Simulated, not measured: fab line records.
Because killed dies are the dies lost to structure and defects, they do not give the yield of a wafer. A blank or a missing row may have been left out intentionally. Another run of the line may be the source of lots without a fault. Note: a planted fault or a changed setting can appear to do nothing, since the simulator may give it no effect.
Split-lot study :: flow sfq_line :: 27 wafers read from 5 lots, route of 325 steps

## THE SPLIT
At SFQ_TRILAYER_M7_DEP_SPUTTER_175 (material Nb, target thk 200 nm, time 133.3 s), the setting time_s was moved away from the recipe's 133.3 s on 9 of the 27 wafers read, by -29.5% to +53.8%. All remaining wafers had this setting at the recipe value.

Reading taken at the split's own step.

## THE READING
Nb_of_TRILAYER_M7_DEP_SPUTTER_175.thk_nm (the simulator's own value, which no gauge read), in nm, at SFQ_TRILAYER_M7_DEP_SPUTTER_175 (material Nb, target thk 200 nm, time 133.3 s). The file does not state a usual value for it. The 18 wafers here that ran the recipe average 198.8 nm, standard deviation 2.2 nm.

wafer: L077.1
tool, chamber at the split: pvd_sputter-04, -
time_s as run, s: 205
against the recipe: +53.8%
Nb_of_TRILAYER_M7_DEP_SPUTTER_175.thk_nm, nm: 309.3
against lot-mates on the recipe: +108.0

wafer: L077.2
tool, chamber at the split: pvd_sputter-04, -
time_s as run, s: 133.3
against the recipe: recipe
Nb_of_TRILAYER_M7_DEP_SPUTTER_175.thk_nm, nm: 200.5
against lot-mates on the recipe: -

wafer: L077.3
tool, chamber at the split: pvd_sputter-04, -
time_s as run, s: 133.3
against the recipe: recipe
Nb_of_TRILAYER_M7_DEP_SPUTTER_175.thk_nm, nm: 202.7
against lot-mates on the recipe: -

wafer: L077.4
tool, chamber at the split: pvd_sputter-04, -
time_s as run, s: 133.3
against the recipe: recipe
Nb_of_TRILAYER_M7_DEP_SPUTTER_175.thk_nm, nm: 200.6
against lot-mates on the recipe: -

wafer: L077.5
tool, chamber at the split: pvd_sputter-04, -
time_s as run, s: 205
against the recipe: +53.8%
Nb_of_TRILAYER_M7_DEP_SPUTTER_175.thk_nm, nm: 309.2
against lot-mates on the recipe: +107.9

wafer: L077.6
tool, chamber at the split: pvd_sputter-04, -
time_s as run, s: 205
against the recipe: +53.8%
Nb_of_TRILAYER_M7_DEP_SPUTTER_175.thk_nm, nm: 308.4
against lot-mates on the recipe: +107.1

wafer: L079.1
tool, chamber at the split: pvd_sputter-04, -
time_s as run, s: 133.3
against the recipe: recipe
Nb_of_TRILAYER_M7_DEP_SPUTTER_175.thk_nm, nm: 201.7
against lot-mates on the recipe: -

wafer: L079.2
tool, chamber at the split: pvd_sputter-04, -
time_s as run, s: 133.3
against the recipe: recipe
Nb_of_TRILAYER_M7_DEP_SPUTTER_175.thk_nm, nm: 201.5
against lot-mates on the recipe: -

wafer: L079.3
tool, chamber at the split: pvd_sputter-04, -
time_s as run, s: 94
against the recipe: -29.5%
Nb_of_TRILAYER_M7_DEP_SPUTTER_175.thk_nm, nm: 138.4
against lot-mates on the recipe: -62.9

wafer: L079.4
tool, chamber at the split: pvd_sputter-04, -
time_s as run, s: 94
against the recipe: -29.5%
Nb_of_TRILAYER_M7_DEP_SPUTTER_175.thk_nm, nm: 141.4
against lot-mates on the recipe: -59.9

wafer: L079.5
tool, chamber at the split: pvd_sputter-04, -
time_s as run, s: 133.3
against the recipe: recipe
Nb_of_TRILAYER_M7_DEP_SPUTTER_175.thk_nm, nm: 200.7
against lot-mates on the recipe: -

wafer: L079.6
tool, chamber at the split: pvd_sputter-04, -
time_s as run, s: 94
against the recipe: -29.5%
Nb_of_TRILAYER_M7_DEP_SPUTTER_175.thk_nm, nm: 143
against lot-mates on the recipe: -58.3

wafer: L080.1
tool, chamber at the split: pvd_sputter-05, -
time_s as run, s: 133.3
against the recipe: recipe
Nb_of_TRILAYER_M7_DEP_SPUTTER_175.thk_nm, nm: 196.7
against lot-mates on the recipe: -

wafer: L080.2
tool, chamber at the split: pvd_sputter-05, -
time_s as run, s: 195.4
against the recipe: +46.6%
Nb_of_TRILAYER_M7_DEP_SPUTTER_175.thk_nm, nm: 291.7
against lot-mates on the recipe: +93.3

wafer: L080.3
tool, chamber at the split: pvd_sputter-05, -
time_s as run, s: 195.4
against the recipe: +46.6%
Nb_of_TRILAYER_M7_DEP_SPUTTER_175.thk_nm, nm: 290.4
against lot-mates on the recipe: +92.0

wafer: L080.4
tool, chamber at the split: pvd_sputter-05, -
time_s as run, s: 133.3
against the recipe: recipe
Nb_of_TRILAYER_M7_DEP_SPUTTER_175.thk_nm, nm: 199.6
against lot-mates on the recipe: -

wafer: L080.5
tool, chamber at the split: pvd_sputter-05, -
time_s as run, s: 195.4
against the recipe: +46.6%
Nb_of_TRILAYER_M7_DEP_SPUTTER_175.thk_nm, nm: 290.5
against lot-mates on the recipe: +92.1

wafer: L080.6
tool, chamber at the split: pvd_sputter-05, -
time_s as run, s: 133.3
against the recipe: recipe
Nb_of_TRILAYER_M7_DEP_SPUTTER_175.thk_nm, nm: 198.9
against lot-mates on the recipe: -

wafer: L081.1
tool, chamber at the split: pvd_sputter-04, -
time_s as run, s: 133.3
against the recipe: recipe
Nb_of_TRILAYER_M7_DEP_SPUTTER_175.thk_nm, nm: 195.7
against lot-mates on the recipe: -

wafer: L081.2
tool, chamber at the split: pvd_sputter-04, -
time_s as run, s: 133.3
against the recipe: recipe
Nb_of_TRILAYER_M7_DEP_SPUTTER_175.thk_nm, nm: 199.4
against lot-mates on the recipe: -

wafer: L081.3
tool, chamber at the split: pvd_sputter-04, -
time_s as run, s: 133.3
against the recipe: recipe
Nb_of_TRILAYER_M7_DEP_SPUTTER_175.thk_nm, nm: 197.1
against lot-mates on the recipe: -

wafer: L081.4
tool, chamber at the split: pvd_sputter-04, -
time_s as run, s: 133.3
against the recipe: recipe
Nb_of_TRILAYER_M7_DEP_SPUTTER_175.thk_nm, nm: 198.2
against lot-mates on the recipe: -

wafer: L081.5
tool, chamber at the split: pvd_sputter-04, -
time_s as run, s: 133.3
against the recipe: recipe
Nb_of_TRILAYER_M7_DEP_SPUTTER_175.thk_nm, nm: 195.3
against lot-mates on the recipe: -

wafer: L081.6
tool, chamber at the split: pvd_sputter-04, -
time_s as run, s: 133.3
against the recipe: recipe
Nb_of_TRILAYER_M7_DEP_SPUTTER_175.thk_nm, nm: 199.3
against lot-mates on the recipe: -

wafer: L084.1
tool, chamber at the split: pvd_sputter-05, -
time_s as run, s: 133.3
against the recipe: recipe
Nb_of_TRILAYER_M7_DEP_SPUTTER_175.thk_nm, nm: 198.2
against lot-mates on the recipe: -

wafer: L084.2
tool, chamber at the split: pvd_sputter-05, -
time_s as run, s: 133.3
against the recipe: recipe
Nb_of_TRILAYER_M7_DEP_SPUTTER_175.thk_nm, nm: 196.1
against lot-mates on the recipe: -

wafer: L084.6
tool, chamber at the split: pvd_sputter-05, -
time_s as run, s: 133.3
against the recipe: recipe
Nb_of_TRILAYER_M7_DEP_SPUTTER_175.thk_nm, nm: 195.5
against lot-mates on the recipe: -

FIT RESULTS
A straight line over all 27 wafers: Nb_of_TRILAYER_M7_DEP_SPUTTER_175.thk_nm changes by +2.01 nm for each +1% of time_s; r = +1.00; the points scatter about the line by 2.3 nm.
The same after taking each lot's own level away (the mean of its wafers on the recipe; 27 wafers): +2.01 nm for each +1%; r = +1.00; scatter 1.4 nm.
On that fit, the largest move of time_s shifts the reading by 1.1e+02 nm.
The span of the lots' own levels, 196.60 to 201.30 nm, comes to 2.1 times the standard deviation stated above.
The two slopes agree, so the slope changes little with the lot-to-lot level.
Check: with one of the wafers moved furthest among these (+53.8%) left out of the fit, the line predicts +108 nm for it against its lot-mates. Against them it came out at +108 nm.

## FURTHER SPLITS ON THESE WAFERS
These wafers also went through other splits before the reading. Each is held against what the fit with the lots' levels taken away leaves over:
other split on the same wafers: SFQ_TRILAYER_JJ_TRILAYER_DEP_SPUTTER_110 time_s
wafers away from the commonest value: 9
r with Nb_of_TRILAYER_M7_DEP_SPUTTER_175.thk_nm (lot level and that fit taken away): -0.20

other split on the same wafers: SFQ_TRILAYER_R5_BARC_OPEN_METAL_ETCH_177 time_s
wafers away from the commonest value: 12
r with Nb_of_TRILAYER_M7_DEP_SPUTTER_175.thk_nm (lot level and that fit taken away): +0.16

other split on the same wafers: SFQ_TRILAYER_A5C_DEP_PECVD_142 time_s
wafers away from the commonest value: 9
r with Nb_of_TRILAYER_M7_DEP_SPUTTER_175.thk_nm (lot level and that fit taken away): -0.07

other split on the same wafers: SFQ_TRILAYER_M6_ETCH_METAL_ETCH_162 time_s
wafers away from the commonest value: 12
r with Nb_of_TRILAYER_M7_DEP_SPUTTER_175.thk_nm (lot level and that fit taken away): +0.01

## THE WHOLE CHAIN: every reading that the file lists as answering this split, in the file's order
step: SFQ_TRILAYER_M7_DEP_SPUTTER_175
what it does: material Nb, target thk 200 nm, time 133.3 s
reading: Nb_of_TRILAYER_M7_DEP_SPUTTER_175.thk_nm (the simulator's own value, which no gauge read)
change (the file's fit): +2 nm for each +1% of the setting
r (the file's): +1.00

step: SFQ_M7_RS_MEAS_943
what it does: measures by four-point-probe
reading: M7_NB_RS
change (the file's fit): not straight: 1.269 at the lowest setting, 0.895 at the recipe, 0.573 at the highest
r (the file's): not given

step: SFQ_TRILAYER_M7_ETCH_METAL_ETCH_180
what it does: etches Nb in Cl2/Ar, stops on SiO2, target depth 240 nm, time 120 s
reading: oes_product_au
change (the file's fit): not straight: 0.742 at the lowest setting, 0.891 at the recipe, 0.994 at the highest
r (the file's): not given

## FILE'S OWN FIT
Nb_of_TRILAYER_M7_DEP_SPUTTER_175.thk_nm changes by +2 nm for each +1% of time_s, r = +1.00.
